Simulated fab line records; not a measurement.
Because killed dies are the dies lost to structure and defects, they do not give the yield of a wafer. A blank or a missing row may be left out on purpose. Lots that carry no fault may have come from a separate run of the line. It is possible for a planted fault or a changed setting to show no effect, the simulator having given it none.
fab line records	flow sfq_line
record lots=15	wafers=45	last_day=94
route steps=325 shown M0@29
lots that met no fault: taken from a fault-free run of the same line
start_h: start of the lot's first displayed wafer, in hours after the record's first day	wait_h: hours since the lot's step before	" repeats the value in the row above	L1.1+2: a single row standing in for several wafers	- no value, or no start was given	* or withheld: withheld	< > ~ a bound
route shown NAME@n: NAME is a module with steps in the file, n the number in the route of the first one	usual: the fault-free wafers' mean and standard deviation	same: alike in all rows	chamber/n: place in a boat	sites: per-site readings	_std_site: standard deviation of those values	_edge_site: the outer-site mean with the inner-site mean subtracted	radius_mm: for every site, how far away it sits from the centre of the wafer	mask NAME#n: copy n	behind: the most recent tool/chamber to have shaped the wafer	hold: why the lot was held/for how many hours/how that ended	device: which transistor (n, p or np) failed to switch	end of line: at the end of the route, the tests of the same wafers	step lacking rows: just its recipe	killed: dies that structure and defects cost at the first sort, which is not the same as the wafer's yield	map: a wafer's dies, marking killed ones x, the rest . and places with no die _
set.NAME: setting as actually run; set.NAME@STEP: the setting as run at that earlier step	model.NAME: the simulator's own value behind a step, which no gauge read
the route's steps for a sample of lots (tables are steps, rows are wafers)
services: the hour from which a tool's chamber was out of use, counted from the record's first day as start_h (under 0 if before that day), plus the number of hours and why
## steps
# step SFQ_TRILAYER_M0_DEP_SPUTTER_019
# recipe material=Nb	base_pressure_pa=1.33e-06	chamber_pressure_pa=0.1333	substrate_temp_c=20	resputter_cathode_voltage_v=400	target_thk_nm=200	power_w=2000	time_s=133.3
# usual base_pressure_pa=1.34e-06/7.9e-08	cathode_dc_power_W=2000.0/0.4	throttle_valve_pct=29.0/1
lot.wafer	tool	chamber	start_h	wait_h	base_pressure_pa	cathode_dc_power_W	throttle_valve_pct
L701.1	pvd_sputter-05	-	96.79	0.0	1.25e-06	2000.3	29.9
L701.2	"	-	"	"	1.25e-06	2000.4	28.2
L701.6	"	-	"	"	1.32e-06	2000.2	27.6
L702.3	pvd_sputter-06	-	105.18	0.0	1.42e-06	1999.2	29.5
L702.4	"	-	"	"	1.29e-06	1999.1	29.4
L702.6	"	-	"	"	1.34e-06	2000.0	29.9
L703.1	pvd_sputter-06	-	111.19	0.0	1.4e-06	2000.5	28.9
L703.3	"	-	"	"	1.26e-06	2001.0	29.7
L703.4	"	-	"	"	1.26e-06	1999.7	30.0
L706.2	pvd_sputter-04	-	128.74	0.0	1.33e-06	2000.2	29.9
L706.3	"	-	"	"	1.32e-06	1999.6	29.8
L706.4	"	-	"	"	1.43e-06	2000.0	29.4
L708.1	pvd_sputter-05	-	137.14	0.0	-	-	-
L708.4	"	-	"	"	-	-	-
L708.6	"	-	"	"	-	-	-
L709.2	pvd_sputter-05	-	140.76	0.0	-	-	-
L709.5	"	-	"	"	-	-	-
L709.6	"	-	"	"	-	-	-
L710.1	pvd_sputter-05	-	149.13	0.0	-	-	-
L710.2	"	-	"	"	-	-	-
L710.6	"	-	"	"	-	-	-
L711.2	pvd_sputter-05	-	154.96	0.0	1.37e-06	2000.2	27.3
L711.3	"	-	"	"	1.24e-06	2000.3	29.5
L711.4	"	-	"	"	1.3e-06	2000.3	27.3
L715.2	pvd_sputter-05	-	170.54	0.0	1.2e-06	1999.7	28.2
L715.4	"	-	"	"	1.32e-06	1999.4	27.5
L715.5	"	-	"	"	1.41e-06	2000.2	28.2
L718.1	pvd_sputter-04	-	186.23	0.0	1.36e-06	1999.8	29.5
L718.2	"	-	"	"	1.32e-06	1999.5	30.0
L718.6	"	-	"	"	1.32e-06	2000.0	29.4
L719.2	pvd_sputter-05	-	192.24	0.0	1.28e-06	1999.7	29.5
L719.3	"	-	"	"	1.38e-06	1999.4	27.4
L719.4	"	-	"	"	1.32e-06	2000.4	28.4
L720.2	pvd_sputter-06	-	197.04	0.0	1.38e-06	1999.3	30.3
L720.3	"	-	"	"	1.35e-06	1999.6	29.9
L720.5	"	-	"	"	1.39e-06	2000.1	29.8
L721.2	pvd_sputter-05	-	201.84	0.0	1.47e-06	2000.3	29.5
L721.4	"	-	"	"	1.35e-06	1999.8	28.0
L721.6	"	-	"	"	1.25e-06	2000.4	27.6
L722.1	pvd_sputter-06	-	205.44	0.0	1.28e-06	1999.6	29.1
L722.2	"	-	"	"	1.33e-06	2000.6	29.9
L722.3	"	-	"	"	1.31e-06	1999.5	29.4
L723.1	pvd_sputter-05	-	210.24	0.0	1.4e-06	2000.0	27.3
L723.2	"	-	"	"	1.37e-06	2000.1	27.4
L723.4	"	-	"	"	1.39e-06	1999.6	29.6
# step SFQ_M0_RS_MEAS_904
# recipe thk_meas_gauge=four-point-probe	reads=Nb_of_TRILAYER_M0_DEP_SPUTTER_019
# usual M0_NB_RS=0.888/0.0093
lot.wafer	tool	chamber	start_h	wait_h	M0_NB_RS[ohm/sq]
L701.1	film_metro-03	-	96.88	0.0	0.873
L701.2	"	-	"	"	0.896
L701.6	"	-	"	"	0.883
L702.3	film_metro-02	-	105.31	0.1	0.866
L702.4	"	-	"	"	0.870
L702.6	"	-	"	"	0.888
L703.1	film_metro-02	-	111.28	0.0	0.900
L703.3	"	-	"	"	0.874
L703.4	"	-	"	"	0.897
L706.2	film_metro-03	-	128.85	0.1	0.886
L706.3	"	-	"	"	0.892
L706.4	"	-	"	"	0.903
L708.1	film_metro-02	-	137.23	0.0	-
L708.4	"	-	"	"	-
L708.6	"	-	"	"	-
L709.2	film_metro-02	-	140.87	0.1	-
L709.5	"	-	"	"	-
L709.6	"	-	"	"	-
L710.1	film_metro-04	-	149.22	0.0	-
L710.2	"	-	"	"	-
L710.6	"	-	"	"	-
L711.2	film_metro-02	-	155.14	0.1	0.895
L711.3	"	-	"	"	0.871
L711.4	"	-	"	"	0.877
L715.2	film_metro-03	-	170.65	0.1	0.885
L715.4	"	-	"	"	0.884
L715.5	"	-	"	"	0.881
L718.1	film_metro-02	-	186.32	0.0	0.891
L718.2	"	-	"	"	0.888
L718.6	"	-	"	"	0.896
L719.2	film_metro-04	-	192.35	0.1	0.877
L719.3	"	-	"	"	0.887
L719.4	"	-	"	"	0.887
L720.2	film_metro-02	-	197.15	0.1	0.881
L720.3	"	-	"	"	0.878
L720.5	"	-	"	"	0.894
L721.2	film_metro-03	-	201.95	0.1	0.881
L721.4	"	-	"	"	0.878
L721.6	"	-	"	"	0.887
L722.1	film_metro-04	-	205.53	0.0	0.918
L722.2	"	-	"	"	0.913
L722.3	"	-	"	"	0.900
L723.1	film_metro-02	-	210.33	0.0	0.887
L723.2	"	-	"	"	0.892
L723.4	"	-	"	"	0.886
# step SFQ_TRILAYER_M0_ETCH_METAL_ETCH_024
# recipe target=Nb	stop_on=SiO2	mask_material=PR	chemistry=Cl2/Ar	target_depth_nm=240	icp_w=600	bias_w=80	pressure_mtorr=10	time_s=120
# usual drypump_motor_current_A=5.7/0.53	he_backside_leak_sccm=3.32/0.22	oes_product_au=0.896/0.0069
lot.wafer	tool	chamber	start_h	wait_h	drypump_motor_current_A	he_backside_leak_sccm	oes_product_au	rf_hours_counter_h
L701.1	rie_metal-04	0	157.04	0.0	6.2	3.23	0.901	152
L701.2	"	1	"	"	5.7	3.26	0.895	56
L701.6	"	1	"	"	5.7	3.09	0.895	-
L702.3	rie_metal-01	1	167.88	0.1	5.6	3.76	0.908	-
L702.4	"	0	"	"	5.0	3.70	0.907	-
L702.6	"	1	"	"	5.6	3.59	0.895	-
L703.1	rie_metal-03	1	176.24	0.0	6.5	3.17	0.886	39
L703.3	"	1	"	"	6.5	3.13	0.901	-
L703.4	"	0	"	"	5.0	3.02	0.893	-
L706.2	rie_metal-04	0	194.34	0.0	6.2	3.35	0.896	160
L706.3	"	0	"	"	6.2	3.33	0.897	-
L706.4	"	1	"	"	5.7	3.17	0.893	-
L708.1	rie_metal-01	0	205.95	0.1	5.0	3.36	0.375	93
L708.4	"	0	"	"	5.0	3.51	0.376	-
L708.6	"	0	"	"	5.0	3.24	0.380	-
L709.2	rie_metal-03	0	209.49	0.0	5.0	3.12	0.372	21
L709.5	"	1	"	"	6.5	3.14	0.375	-
L709.6	"	0	"	"	5.1	3.10	0.374	-
L710.1	rie_metal-04	0	219.56	0.0	6.2	3.35	0.366	165
L710.2	"	1	"	"	5.7	2.90	0.379	69
L710.6	"	1	"	"	5.7	3.12	0.376	-
L711.2	rie_metal-01	1	227.04	0.0	5.6	3.37	0.900	0
L711.3	"	0	"	"	5.0	3.53	0.906	-
L711.4	"	1	"	"	5.6	3.57	0.900	-
L715.2	rie_metal-04	0	242.64	0.0	6.2	3.39	0.895	170
L715.4	"	0	"	"	6.2	3.40	0.898	-
L715.5	"	0	"	"	6.2	3.28	0.897	-
L718.1	rie_metal-01	0	259.61	0.0	5.0	3.67	0.892	106
L718.2	"	1	"	"	5.6	3.29	0.895	6
L718.6	"	0	"	"	5.0	3.58	0.885	-
L719.2	rie_metal-03	1	268.91	0.0	6.5	3.30	0.900	55
L719.3	"	0	"	"	5.1	3.21	0.903	-
L719.4	"	1	"	"	6.5	3.37	0.901	-
L720.2	rie_metal-01	1	274.84	0.0	5.6	3.48	0.900	9
L720.3	"	1	"	"	5.6	3.70	0.895	-
L720.5	"	1	"	"	5.6	3.58	0.886	-
L721.2	rie_metal-04	0	282.04	0.0	6.2	3.31	0.898	177
L721.4	"	1	"	"	5.7	3.13	0.905	-
L721.6	"	1	"	"	5.7	3.21	0.896	-
L722.1	rie_metal-04	1	285.64	0.0	5.7	3.19	0.877	82
L722.2	"	0	"	"	6.2	3.29	0.878	178
L722.3	"	0	"	"	6.2	3.24	0.888	-
L723.1	rie_metal-01	0	292.84	0.0	5.0	3.77	0.894	112
L723.2	"	1	"	"	5.6	3.76	0.899	12
L723.4	"	0	"	"	5.0	3.67	0.898	-
## services
tool	chamber	start_h	hours	kind
rie_metal-03	0	81.04	-	clean
rie_metal-03	0	81.04	18.5	scheduled_down
rie_metal-03	0	81.04	18.5	vent_cycle
pvd_sputter-06	3	100.30	-	consumable_replace:kit
pvd_sputter-06	3	100.30	18.0	scheduled_down
pvd_sputter-06	3	100.30	18.0	vent_cycle
rie_metal-04	-	110.51	2.8	pm
rie_metal-04	1	129.40	4.3	repair
pvd_sputter-04	-	130.20	1.3	repair
rie_metal-01	-	148.47	16.1	repair
pvd_sputter-05	-	182.51	4.7	repair
pvd_sputter-06	-	189.12	0.7	repair
rie_metal-01	1	199.97	-	clean
rie_metal-01	1	199.97	25.7	scheduled_down
rie_metal-01	1	199.97	25.7	vent_cycle
pvd_sputter-06	-	221.16	3.3	repair
pvd_sputter-06	-	264.65	0.5	repair
pvd_sputter-05	2	267.68	-	consumable_replace:kit
pvd_sputter-05	2	267.68	18.0	scheduled_down
pvd_sputter-05	2	267.68	18.0	vent_cycle
rie_metal-04	1	289.96	2.2	repair
## key
first_sign step=SFQ_TRILAYER_M0_DEP_SPUTTER_019	reading=tool_record	direction=missing
effect step=SFQ_M0_RS_MEAS_904	reading=M0_NB_RS	direction=missing
effect step=SFQ_TRILAYER_M0_ETCH_METAL_ETCH_024	reading=oes_product_au	direction=down	sigmas=75	usual=0.896	struck=0.375
met_at SFQ_TRILAYER_M0_DEP_SPUTTER_019
struck_lots L708,L709,L710
onset_between 96.79 137.14
fault kind=skipped_step_whole	tool=pvd_sputter-05	chamber=-	onset_h=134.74	steps=SFQ_TRILAYER_M0_DEP_SPUTTER_019	scope=struck_lots_only
